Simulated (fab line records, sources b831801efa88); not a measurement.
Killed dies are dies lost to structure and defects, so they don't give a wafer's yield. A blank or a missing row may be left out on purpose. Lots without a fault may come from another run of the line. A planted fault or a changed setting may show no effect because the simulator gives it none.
fab line records | flow sky130
record lots=6 wafers=18 last_day=50
route steps=708 shown LOCAL_INTERCONNECT@405 CONTACT@406
lots that met no fault: from a run of the same line without faults
start_h: hours from the record's first day to the start of the lot's first wafer shown | wait_h: hours since the lot's step before | " the same as in the row above | L1.1+2: a row that stands for several wafers | - no value, or no start given | * or withheld: withheld | < > ~ a bound
route shown NAME@n: a module of which the file shows steps, and the number in the route of the first | usual: mean/standard deviation of fault-free wafers | same: alike in all rows | chamber/n: place in a boat | sites: the reading at each site | _std_site: their standard deviation | _edge_site: outer sites' mean less inner sites' | radius_mm: how far each site lies from the wafer's centre | mask NAME#n: copy n | behind: the tool/chamber that last shaped the wafer | hold: why the lot was held/for how many hours/how that ended | device: the transistor (n, p or np) that didn't switch | end of line: the same wafers' tests at the end of the route | a step without rows: its recipe alone | killed: dies lost to structure and defects at the first sort, not the wafer's yield | map: a wafer's dies, x killed, . not, _ none there
set.NAME: the setting as run; set.NAME@STEP: as run at that earlier step | model.NAME: the simulator's own value behind a step, which no gauge read
lots at some steps of the route; a table a step, a row a wafer
services: from which hour (start_h, from the record's first day; less than 0 if before it) a tool's chamber was out of use, for how many hours, and why
## steps
# step SKY_LOCAL_INTERCONNECT_CLEAN_18
# recipe chemistry=O3/DIW dry=n2_spin
# step SKY_CONTACT_CVD_00
# recipe material=Si3N4 target_thk_nm=75 temp_c=400 time_s=withheld rf_w=450
# usual heater_power_outer_w=433/50 heater_power_w=724/81
# columns lot.wafer tool chamber start_h wait_h heater_power_outer_w heater_power_w
L930.3 pecvd-04 0 744.78 0.0 392 630
L930.4 " 1 " " 446 728
L930.6 " 0 " " 388 658
L938.2 pecvd-01 0 806.30 0.0 488 830
L938.3 " 2 " " 416 697
L938.6 " 1 " " 469 788
L939.1 pecvd-03 0 816.00 0.0 366 661
L939.4 " 1 " " 472 789
L939.5 " 0 " " 370 663
L941.3 pecvd-01 2 827.94 0.0 465 752
L941.4 " 0 " " 501 829
L941.6 " 2 " " 361 613
L947.2 pecvd-03 2 887.52 0.0 353 562
L947.4 " 0 " " 370 668
L947.5 " 1 " " 547 911
L948.3 pecvd-04 1 887.70 0.0 516 824
L948.5 " 2 " " 395 673
L948.6 " 0 " " 445 687
# step SKY_CONTACT_THK_MEAS_01
# recipe reads=Si3N4_of_CONTACT_CVD_00
# usual CONTACT_CVD_00_THK=74.9/1
# columns lot.wafer tool chamber start_h wait_h CONTACT_CVD_00_THK[nm]
L930.3 film_metro-03 - 744.84 - 74.5
L930.4 " - " " 75.6
L930.6 " - " " 76.4
L938.2 film_metro-03 - 806.34 - 74.9
L938.3 " - " " 73.2
L938.6 " - " " 74.8
L939.1 film_metro-01 - 816.03 - 74.7
L939.4 " - " " 76.1
L939.5 " - " " 74.8
L941.3 film_metro-03 - 827.99 - 72.5
L941.4 " - " " 74.9
L941.6 " - " " 74.1
L947.2 film_metro-03 - 887.56 - 73.7
L947.4 " - " " 74.9
L947.5 " - " " 74.2
L948.3 film_metro-03 - 887.75 - 73.4
L948.5 " - " " 75.2
L948.6 " - " " 75.7
# step SKY_CONTACT_HDPCVD_02
# recipe material=SiO2 target_thk_nm=565 sigma_open_frac=0.3 time_s=94.2 temp_c=600 sih4_flow_sccm=60 pressure_mtorr=6
# step SKY_CONTACT_THK_MEAS_03
# recipe reads=SiO2_of_CONTACT_HDPCVD_02
# usual CONTACT_HDPCVD_THK=561/5.2
# columns lot.wafer tool chamber start_h wait_h CONTACT_HDPCVD_THK[nm]
L930.3 film_metro-04 - 744.97 0.1 567
L930.4 " - " " 570
L930.6 " - " " 574
L938.2 film_metro-01 - 806.47 0.0 559
L938.3 " - " " 555
L938.6 " - " " 563
L939.1 film_metro-04 - 816.19 0.1 563
L939.4 " - " " 551
L939.5 " - " " 567
L941.3 film_metro-04 - 828.15 0.1 559
L941.4 " - " " 560
L941.6 " - " " 557
L947.2 film_metro-01 - 887.69 0.0 576
L947.4 " - " " 568
L947.5 " - " " 575
L948.3 film_metro-04 - 887.88 0.1 555
L948.5 " - " " 558
L948.6 " - " " 555
# step SKY_CONTACT_CMP_04
# recipe material=SiO2 down_force_psi=4 platen_rpm=60 pad_velocity_m_s=0.94248
# usual motor_current_A=12.3/1.1 time_to_endpoint_s=82/4.3
# columns lot.wafer tool chamber start_h wait_h motor_current_A time_to_endpoint_s
L930.4 cmp-01 1 745.21 0.2 11.4 86
L930.3 " 2 " " 12.0 86
L930.6 " 1 " " 12.0 88
L938.3 cmp-01 3 806.52 0.0 11.5 82
L938.2 " 2 " " 12.2 83
L938.6 " 3 " " 11.5 85
L939.1 cmp-02 1 816.30 0.1 14.2 76
L939.4 " 3 " " 11.0 77
L939.5 " 0 " " 12.9 76
L941.3 cmp-02 3 828.19 0.0 11.0 79
L941.4 " 0 " " 11.5 76
L941.6 " 0 " " 12.7 78
L947.4 cmp-02 2 887.74 0.0 11.3 88
L947.2 " 3 " " 11.0 91
L947.5 " 3 " " 11.0 91
L948.3 cmp-01 1 888.08 0.2 12.2 78
L948.5 " 2 " " 12.0 82
L948.6 " 3 " " 12.0 80
# step SKY_CONTACT_BOW_MEAS_05
# recipe mode=bow
# usual CONTACT_BOW=81/7
# columns lot.wafer tool chamber start_h wait_h CONTACT_BOW[um]
L930.3 film_metro-01 - 745.50 0.2 76
L930.4 " - " " 85
L930.6 " - " " 76
L938.2 film_metro-04 - 806.84 0.1 95
L938.3 " - " " 83
L938.6 " - " " 82
L939.1 film_metro-03 - 816.55 0.2 74
L939.4 " - " " 86
L939.5 " - " " 82
L941.3 film_metro-01 - 828.53 0.3 76
L941.4 " - " " 82
L941.6 " - " " 85
L947.2 film_metro-03 - 888.06 0.2 85
L947.4 " - " " 87
L947.5 " - " " 80
L948.3 film_metro-04 - 888.27 0.1 80
L948.5 " - " " 72
L948.6 " - " " 80
# step SKY_CONTACT_DEHYDRATE_06
# recipe temp_c=200 time_s=60
# step SKY_CONTACT_HMDS_07
# recipe prime_time_s=60 prime_temp_c=120
# step SKY_CONTACT_COAT_08
# recipe resist=BARC temp_c=withheld time_s=withheld spin_rpm=3000 resist_thk_nm=60
# step SKY_CONTACT_COAT_09
# recipe resist=KrF-thick spin_rpm=3000 resist_thk_nm=450
# step SKY_CONTACT_SOFTBAKE_10
# recipe temp_c=100 time_s=90 resist=KrF-thick
# step SKY_CONTACT_EXPOSE_11
# recipe mask_id=CTM1 na=0.8 source_shape=annular sigma_inner=0.55 sigma_outer=0.85 target_cd_nm=170 dose_mj=38
# usual exposure_dose_mJ_cm2=38.00/0.035 focus_offset_nm=-0.1/0.55
# columns lot.wafer tool chamber start_h wait_h mask exposure_dose_mJ_cm2 focus_offset_nm
L930.3 krf_scanner-02 0 758.93 - CTM1#0 38.01 -0.6
L930.4 " 0 " " CTM1#0 38.04 -0.9
L930.6 " 0 " " CTM1#0 38.00 0.4
L938.2 krf_scanner-01 - 820.54 - CTM1#0 - -
L938.3 " - " " CTM1#0 - -
L938.6 " - " " CTM1#0 - -
L939.1 krf_scanner-01 - 829.31 - CTM1#0 - -
L939.4 " - " " CTM1#0 - -
L939.5 " - " " CTM1#0 - -
L941.3 krf_scanner-02 0 841.27 - CTM1#0 37.93 0.6
L941.4 " 0 " " CTM1#0 37.98 -0.4
L941.6 " 0 " " CTM1#0 38.00 -0.9
L947.2 krf_scanner-02 0 901.56 - CTM1#0 37.95 -0.5
L947.4 " 0 " " CTM1#0 38.01 0.0
L947.5 " 0 " " CTM1#0 37.98 -0.3
L948.3 krf_scanner-01 0 902.03 - CTM1#0 37.97 0.3
L948.5 " 0 " " CTM1#0 38.02 -0.8
L948.6 " 0 " " CTM1#0 37.95 1.1
# step SKY_CONTACT_PEB_12
# recipe peb_temp_c=withheld peb_time_s=withheld resist=KrF-thick
## services
# columns tool chamber start_h hours kind
cmp-01 - 722.58 5.3 pm
pecvd-03 2 725.74 5.0 repair
pecvd-01 - 734.02 0.5 repair
krf_scanner-02 - 734.38 3.6 pm
cmp-02 - 744.14 4.0 pm
pecvd-01 0 749.19 18.8 repair
krf_scanner-02 - 750.08 0.8 pm
cmp-01 - 762.99 31.6 pm
pecvd-01 - 777.80 1.6 repair
cmp-02 - 794.59 6.5 pm
krf_scanner-02 - 795.65 4.0 pm
cmp-01 - 797.93 1.4 repair
krf_scanner-01 - 799.67 0.8 pm
cmp-01 - 803.40 0.2 repair
krf_scanner-02 - 804.32 1.0 pm
cmp-01 - 827.74 20.7 repair
pecvd-01 - 832.50 6.0 pm
krf_scanner-01 - 838.01 3.6 pm
krf_scanner-01 - 841.57 1.3 pm
krf_scanner-01 - 852.30 7.2 pm
krf_scanner-02 - 864.04 1.3 pm
krf_scanner-01 - 876.11 4.0 pm
krf_scanner-01 - 880.13 1.0 pm
cmp-01 - 900.88 0.4 repair
## key
first_sign step=SKY_CONTACT_EXPOSE_11 reading=tool_record direction=missing
effect none on later readings
met_at SKY_CONTACT_EXPOSE_11
struck_wafers L938.2,L938.3,L938.6,L939.1,L939.4,L939.5
later_rows_left_out L938.2,L938.3,L938.6,L939.1,L939.4,L939.5
sort_left_out L938.2,L938.3,L938.6,L939.1,L939.4,L939.5
tester_left_out L938,L939
fault kind=skipped_step_whole tool=krf_scanner-01 chamber=- onset_h=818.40 steps=SKY_CONTACT_EXPOSE_11 scope=struck_lots_only
# tester_left_out: of these lots the tester's yield and bins aren't shown, on N5 and GAA mostly nor the transistor test; their killed dies are dies lost to structure and defects alone, not to doping, threshold or leakage, so they don't give the yield
# sort_left_out: the simulated sort isn't trusted on such a fault, so these wafers' sort isn't shown, and their yield isn't known
# later_rows_left_out: the simulator's readings of these wafers behind a module that went badly wrong aren't trusted and aren't shown, but for the sort
